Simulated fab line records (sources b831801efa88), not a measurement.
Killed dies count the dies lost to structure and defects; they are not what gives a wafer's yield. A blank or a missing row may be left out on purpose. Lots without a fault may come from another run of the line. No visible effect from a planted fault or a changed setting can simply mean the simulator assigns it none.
Which tool was responsible? :: flow gf180mcu :: route of 602 steps, sampled at 1 step: 14 lots, 42 wafers

## WHAT THE GAUGES READ, wafer by wafer
GF_V4_THK_MEAS_25: measures by xrf.
lot: L400
measured: day 24 21:10
on: film metro-02
V4_W_THK (nm): 352 349 354

lot: L402
measured: day 25 15:05
on: film metro-02
V4_W_THK (nm): 353 348 358

lot: L404
measured: day 25 22:56
on: film metro-04
V4_W_THK (nm): 359 351 350

lot: L405
measured: day 26 15:56
on: film metro-01
V4_W_THK (nm): 355 356 355

lot: L410
measured: day 27 20:54
on: film metro-04
V4_W_THK (nm): 353 350 350

lot: L411
measured: day 27 21:55
on: film metro-01
V4_W_THK (nm): 347 349 347

lot: L412
measured: day 28 17:52
on: film metro-02
V4_W_THK (nm): 356 356 359

lot: L413
measured: day 29 07:49
on: film metro-04
V4_W_THK (nm): 358 347 354

lot: L417
measured: day 29 23:57
on: film metro-04
V4_W_THK (nm): 359 352 358

lot: L418
measured: day 30 06:29
on: film metro-04
V4_W_THK (nm): 355 349 351

lot: L420
measured: day 30 22:55
on: film metro-02
V4_W_THK (nm): 343 357 352

lot: L421
measured: day 31 01:04
on: film metro-04
V4_W_THK (nm): 356 359 356

lot: L422
measured: day 31 04:37
on: film metro-04
V4_W_THK (nm): 352 355 351

lot: L423
measured: day 31 16:27
on: film metro-01
V4_W_THK (nm): 348 345 345

## WHICH TOOL RAN EACH LOT (tool, then ch and the chambers of the sampled wafers, then the start)
Record: no process step prior to these readings.

## AS READ BY THE TOOLS THEMSELVES (means over the sampled wafers that have a number; for cases with no such wafer, the mark the record gives instead)
The record holds no such reading with a usual standard deviation.

## THE ANSWER, worked out from the rows above alone
Rule: the usual values come from the lots themselves. The widest of any qualifying gaps counts: lots, ordered by their means at a reading, are off when they make up no more than a third of the lots, leave a main group of 4 or more, and stand apart from it by 3 or more times the standard deviation of that group's means. Not used: any main group whose means are identical at the precision the tables above print for the reading. Also off: a lot with no number at a reading for which 4 or more lots have one. All remaining lots with rows at the step are treated as sound. The gauges are gone through in route order, then the tools' own readings, and for those a lot's mean is taken as printed above. At the first step where some lot is off, the reading lying furthest off is the one used; lots without a number count as furthest.
Across all readings shown, no lot is off: no conclusion can be drawn from this.

## WHAT WAS PUT IN BY THE SIMULATOR
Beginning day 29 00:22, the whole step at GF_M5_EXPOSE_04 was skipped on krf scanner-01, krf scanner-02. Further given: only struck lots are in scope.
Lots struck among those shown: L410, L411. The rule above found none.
